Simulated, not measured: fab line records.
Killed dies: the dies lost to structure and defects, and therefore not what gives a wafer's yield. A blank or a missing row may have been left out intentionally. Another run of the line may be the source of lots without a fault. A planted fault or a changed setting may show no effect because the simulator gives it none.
Which tool was responsible? + flow sky130 + 15 lots with 45 wafers sampled at 4 steps, on a route of 708 steps

== WHAT THE GAUGES READ, wafer by wafer ==
SKY_NWELL_OVL_MEAS_23. Usual: NWELL_01_OVL typically reads 0.0 nm, with standard deviation 1.5.
| lot  | measured     | on         | NWELL_01_OVL (nm) | flag |
|------|--------------|------------|-------------------|------|
| L416 | day 5 10:14  | overlay-02 | 2.3 1.8 0.7       |      |
| L418 | day 5 18:03  | overlay-01 | 3.1 1.9 0.2       |      |
| L417 | day 5 18:24  | overlay-01 | 1.6 0.3 0.6       |      |
| L419 | day 6 01:28  | overlay-02 | -0.5 -0.1 -0.2    |      |
| L420 | day 6 07:15  | overlay-01 | 0.0 -1.6 -1.5     |      |
| L421 | day 6 14:46  | overlay-01 | -2.0 -0.7 -1.8    |      |
| L422 | day 6 23:34  | overlay-02 | -0.1 -0.2 -1.8    |      |
| L423 | day 7 06:44  | overlay-01 | -0.2 -2.0 0.3     |      |
| L427 | day 8 05:18  | overlay-01 | -1.5 -1.0 -1.0    |      |
| L428 | day 8 08:36  | overlay-01 | 0.0 -2.4 -2.0     |      |
| L430 | day 9 00:02  | overlay-02 | 2.5 1.4 0.7       |      |
| L432 | day 9 10:20  | overlay-02 | 0.0 1.2 0.6       |      |
| L433 | day 9 14:23  | overlay-02 | -0.3 -1.0 -1.1    |      |
| L434 | day 9 18:49  | overlay-02 | 2.5 3.2 2.7       |      |
| L439 | day 11 02:19 | overlay-02 | 0.0 -2.0 0.2      |      |

SKY_SONOS_ONO_CD_MEAS_13 targets a cd of 410 nm. Usual: cdNm 409.3 nm, standard deviation 2.2.
| lot  | measured     | on       | cdNm (nm)         | flag |
|------|--------------|----------|-------------------|------|
| L416 | day 13 01:23 | cdSem-02 | 405.6 407.1 408.7 |      |
| L418 | day 13 11:31 | cdSem-01 | 409.0 408.6 409.2 |      |
| L417 | day 13 11:44 | cdSem-02 | 407.7 406.5 407.0 |      |
| L419 | day 13 17:30 | cdSem-02 | 410.5 410.0 412.3 |      |
| L420 | day 14 02:48 | cdSem-02 | 408.1 404.9 406.4 |      |
| L421 | day 14 08:39 | cdSem-01 | 409.2 404.6 410.6 |      |
| L422 | day 15 00:04 | cdSem-01 | 406.6 408.0 405.2 |      |
| L423 | day 15 09:56 | cdSem-01 | 407.9 408.4 410.1 |      |
| L427 | day 16 13:22 | cdSem-01 | 406.6 409.9 410.5 |      |
| L428 | day 16 16:57 | cdSem-02 | 413.6 412.0 413.6 |      |
| L430 | day 17 16:54 | cdSem-01 | 410.7 411.3 410.7 |      |
| L432 | day 18 03:08 | cdSem-01 | 410.7 410.6 413.5 |      |
| L433 | day 18 13:23 | cdSem-02 | 408.5 410.5 409.8 |      |
| L434 | day 18 15:41 | cdSem-01 | 407.7 406.9 406.9 |      |
| L439 | day 20 15:52 | cdSem-01 | 408.1 410.0 411.2 |      |

== TOOL THAT RAN EACH LOT (tool first, then ch and the chambers of the sampled wafers, then the start) ==
| lot  | SKY_NWELL_STRIP_25                  | SKY_SONOS_ONO_PEB_11             |
|------|-------------------------------------|----------------------------------|
| L416 | plasmaAsher-02 ch 0,1, day 5 10:26  | lithoTrack-01 ch 0, day 13 01:05 |
| L418 | plasmaAsher-02 ch 0,1, day 5 18:16  | lithoTrack-01 ch 0, day 13 11:14 |
| L417 | plasmaAsher-04 ch 0,1, day 5 18:37  | lithoTrack-02 ch 0, day 13 11:26 |
| L419 | plasmaAsher-04 ch 0,1, day 6 01:40  | lithoTrack-02 ch 0, day 13 17:13 |
| L420 | plasmaAsher-04 ch 0,1, day 6 07:27  | lithoTrack-02 ch 0, day 14 02:31 |
| L421 | plasmaAsher-03 ch 0,1, day 6 14:56  | lithoTrack-01 ch 0, day 14 08:22 |
| L422 | plasmaAsher-02 ch 0,1, day 6 23:46  | lithoTrack-01 ch 0, day 14 23:47 |
| L423 | plasmaAsher-03 ch 0,1, day 7 06:55  | lithoTrack-01 ch 0, day 15 09:38 |
| L427 | plasmaAsher-04 ch 0,1, day 8 05:29  | lithoTrack-04 ch 0, day 16 13:05 |
| L428 | plasmaAsher-02 ch 0,1, day 8 08:47  | lithoTrack-01 ch 0, day 16 16:40 |
| L430 | plasmaAsher-02 ch 0,1, day 9 00:14  | lithoTrack-02 ch 0, day 17 16:29 |
| L432 | plasmaAsher-04 ch 0,1, day 9 10:33  | lithoTrack-02, day 18 02:50      |
| L433 | plasmaAsher-04 ch 0,1, day 9 14:36  | lithoTrack-02, day 18 13:05      |
| L434 | plasmaAsher-02 ch 0, day 9 18:59    | lithoTrack-02, day 18 15:23      |
| L439 | plasmaAsher-02 ch 0,1, day 11 02:29 | lithoTrack-04 ch 0, day 20 15:35 |
- SKY_NWELL_STRIP_25: strips in O2/N2.
- SKY_SONOS_ONO_PEB_11

== AS READ BY THE TOOLS THEMSELVES (means over the sampled wafers that have a number; for cases with no such wafer, the mark the record gives instead) ==
SKY_NWELL_STRIP_25. Usual: drypumpMotorCurrentA 5.60 A, standard deviation 0.29; n2FlowSccm 300.2 sccm, standard deviation 0.9; oesProductAu 0.722 a.u., standard deviation 0.0043; stripTimeToEndpointS 36.94 s, standard deviation 0.12.
| lot  | tool           | drypumpMotorCurrentA (A) | n2FlowSccm (sccm) | oesProductAu (a.u.) | stripTimeToEndpointS (s) | flag |
|------|----------------|--------------------------|-------------------|---------------------|--------------------------|------|
| L416 | plasmaAsher-02 | 5.91                     | 299.8             | 0.724               | 37.02                    |      |
| L418 | plasmaAsher-02 | 5.84                     | 301.6             | 0.725               | 36.89                    |      |
| L417 | plasmaAsher-04 | 5.27                     | 300.7             | 0.723               | 36.80                    |      |
| L419 | plasmaAsher-04 | 5.25                     | 300.4             | 0.724               | 37.01                    |      |
| L420 | plasmaAsher-04 | 5.41                     | 299.7             | 0.722               | 36.70                    |      |
| L421 | plasmaAsher-03 | 5.52                     | 300.9             | 0.720               | 36.93                    |      |
| L422 | plasmaAsher-02 | 5.81                     | 300.5             | 0.720               | 37.04                    |      |
| L423 | plasmaAsher-03 | 5.55                     | 300.6             | 0.724               | 36.90                    |      |
| L427 | plasmaAsher-04 | 5.29                     | 300.0             | 0.725               | 36.82                    |      |
| L428 | plasmaAsher-02 | 5.92                     | 301.6             | 0.725               | 37.19                    |      |
| L430 | plasmaAsher-02 | 5.91                     | 299.2             | 0.721               | 37.12                    |      |
| L432 | plasmaAsher-04 | 5.43                     | 299.7             | 0.720               | 36.88                    |      |
| L433 | plasmaAsher-04 | 5.43                     | 300.1             | 0.722               | 36.93                    |      |
| L434 | plasmaAsher-02 | 6.01                     | 299.4             | 0.724               | 37.07                    |      |
| L439 | plasmaAsher-02 | 5.92                     | 299.4             | 0.723               | 37.03                    |      |

SKY_SONOS_ONO_PEB_11. Usual: exhaustPa 45.1 Pa, standard deviation 0.87.
| lot  | tool          | exhaustPa (Pa) | flag |
|------|---------------|----------------|------|
| L416 | lithoTrack-01 | 45.6           |      |
| L418 | lithoTrack-01 | 44.2           |      |
| L417 | lithoTrack-02 | 46.6           |      |
| L419 | lithoTrack-02 | 45.8           |      |
| L420 | lithoTrack-02 | 45.3           |      |
| L421 | lithoTrack-01 | 45.8           |      |
| L422 | lithoTrack-01 | 44.4           |      |
| L423 | lithoTrack-01 | 45.0           |      |
| L427 | lithoTrack-04 | 44.4           |      |
| L428 | lithoTrack-01 | 44.4           |      |
| L430 | lithoTrack-02 | 45.0           |      |
| L432 | lithoTrack-02 | -              | OFF  |
| L433 | lithoTrack-02 | -              | OFF  |
| L434 | lithoTrack-02 | -              | OFF  |
| L439 | lithoTrack-04 | 44.9           |      |

== THE ANSWER, worked out from the rows above alone ==
Rule: a lot counts as off when the mean over its wafers that have a number is more than 3 standard deviations away from the usual mean. A lot without any number at a reading at which 4 lots or more have one is off too. Where the step has rows for the other lots, those lots are counted as sound. Order of review: gauges by route order, followed by the tools' own readings, for which a lot's mean as printed above is used. At the first step where some lot is off, the reading lying furthest off is the one used; lots without a number count as furthest.
Off: L432, L433, L434 (SKY_SONOS_ONO_PEB_11, exhaustPa). Without a number there: L432, L433, L434.
A tool fits if, at that step or a process step before it, it ran every lot that is off, and no sound lot after the first of them. One fits: SKY_SONOS_ONO_PEB_11 on lithoTrack-02. A fault onset in the window from L430 (day 17 16:29, its last sound lot) to L432 (day 18 02:50, its first lot off) fits.
Blank at SKY_SONOS_ONO_PEB_11 on the lots that are off, where sound lots have numbers: exhaustPa.

== WHAT HAD BEEN PUT IN BY THE SIMULATOR ==
At SKY_SONOS_ONO_PEB_11, the step was skipped entirely on lithoTrack-02 from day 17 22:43 on. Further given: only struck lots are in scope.
Struck lots among those shown: L432, L433, L434. This agrees with what the rule above found.
